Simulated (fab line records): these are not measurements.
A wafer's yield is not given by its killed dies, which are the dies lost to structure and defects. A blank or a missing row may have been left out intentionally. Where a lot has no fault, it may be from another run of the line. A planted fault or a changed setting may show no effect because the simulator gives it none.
Code-filled problem report in 8D (eight disciplines) form || flow gf180mcu || the parts of the form that need people (team, actions taken, sign-off) are left out

1. THE ISSUE
MVSD_RS at GF_VT_IMPLANT_RS_MEAS_46 reads a mean of 431.5 ohm/sq on 3 wafers of 1 lot; wafers without a fault read 456.8 ohm/sq with a standard deviation of 1.4. Relative to the usual mean, that is a shift of -18 standard deviations.
The step: measures by four-point-probe.
First observed at day 10 21:43: wafer L252.1, on filmMetro-02. The record has a number at this step for 36 wafers belonging to 12 lots. Rule for "out" (also "out of limits"): further than 4 standard deviations from the usual mean. The rest of the wafers with a number are treated as sound.

2. WHAT IT IS AND WHAT IT IS NOT
{"question": "which readings at this step", "is": "MVSD_RS", "is not": "-"}
{"question": "which lots", "is": "L252", "is not": "L242, L243, L244, L245, L247, L248, L257, L259, L260, L262, L263"}
{"question": "which wafers of those lots", "is": "all that have a number", "is not": "-"}
{"question": "read on which gauges", "is": "filmMetro-02", "is not": "filmMetro-01, filmMetro-04"}
{"question": "when", "is": "from day 10 21:43", "is not": "up to then (18 sound wafers); but 15 sound wafers of L257, L259, L260, L262, L263 came after"}

3. WHAT RULES OUT EACH SUSPECT
Counting: a tool at any process step up to the reading remains a suspect when it ran all the lots that are out and ran no sound lot after the first of those.
- the gauge at GF_VT_IMPLANT_RS_MEAS_46: ruled out. All the wafers that are out were read on filmMetro-02, but those of them that GF_MVSD_IMPLANT_08 has rows for are out there too, on other tools.
- rieSi-01 at GF_STI_ETCH_14 (etches Si in HBr/Cl2/O2, target depth 360 nm, time 102.9 s): ruled out as a lasting fault. Sound lots L257, L262 ran on it after its first lot that is out, L252 (day 4 16:20).
- implanter-04 at GF_MVSD_IMPLANT_08: kept. It ran the lot that is out, L252 (day 7 08:04), and no sound lot after that; its last sound lot up to then is L248 (day 6 08:13). Its own beamOnS, endStationPressureTorr, faradayCurrentUA readings are out on those wafers.
Left after counting: implanter-04 at GF_MVSD_IMPLANT_08.

4. THE CAUSE (what the simulator had put in)
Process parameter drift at GF_MVSD_IMPLANT_08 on implanter-04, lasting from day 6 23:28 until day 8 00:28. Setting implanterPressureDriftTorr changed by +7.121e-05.
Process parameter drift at GF_MVSD_IMPLANT_08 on implanter-04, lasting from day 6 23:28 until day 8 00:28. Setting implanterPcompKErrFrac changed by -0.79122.
The count eliminated every tool but this one.

5. THE CHAIN OF EFFECTS, in route order
One row per reading whose mean, taken over the struck wafers that have a number, lies over 3 standard deviations from the usual. Readings are gone through only where the record gives a usual standard deviation; hours: the median, over the lots, of the time from a lot's start at the first step in this table giving one to that lot's start at this step; sigmas: the change measured in usual standard deviations.
{"hours": 0, "step": "GF_MVSD_IMPLANT_08", "reading": "beamOnS", "usual": "9.99 s", "on struck wafers": 11.26, "change": "+1.27", "sigmas": "+6.7"}
{"hours": 0, "step": "GF_MVSD_IMPLANT_08", "reading": "endStationPressureTorr", "usual": "5.02e-06 Torr", "on struck wafers": 7.60e-05, "change": "+7.10e-05", "sigmas": "+99 or more"}
{"hours": 0, "step": "GF_MVSD_IMPLANT_08", "reading": "faradayCurrentUA", "usual": 90.3, "on struck wafers": 78.3, "change": -12.0, "sigmas": -7.1}
{"hours": 86, "step": "GF_VT_IMPLANT_RS_MEAS_46", "reading": "MVSD_RS", "usual": "456.8 ohm/sq", "on struck wafers": 431.5, "change": -25.3, "sigmas": -18}
Process steps it contains:
- GF_MVSD_IMPLANT_08

6. HOW IT WOULD HAVE BEEN CAUGHT EARLIER
The first out-of-limits reading at a measuring or inspecting step in this record came at day 10 21:43, 94 hours after the fault's start at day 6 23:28.
Tool's own readings at GF_MVSD_IMPLANT_08, beamOnS, endStationPressureTorr, faradayCurrentUA: out on all struck wafers the step has rows for; an alarm limit on them would have tripped on the first.
By day 10 21:43 the whole set of lots that are out, 1 in number, had already begun GF_MVSD_IMPLANT_08 on implanter-04. Tool hold at that time: it would have spared none of them.
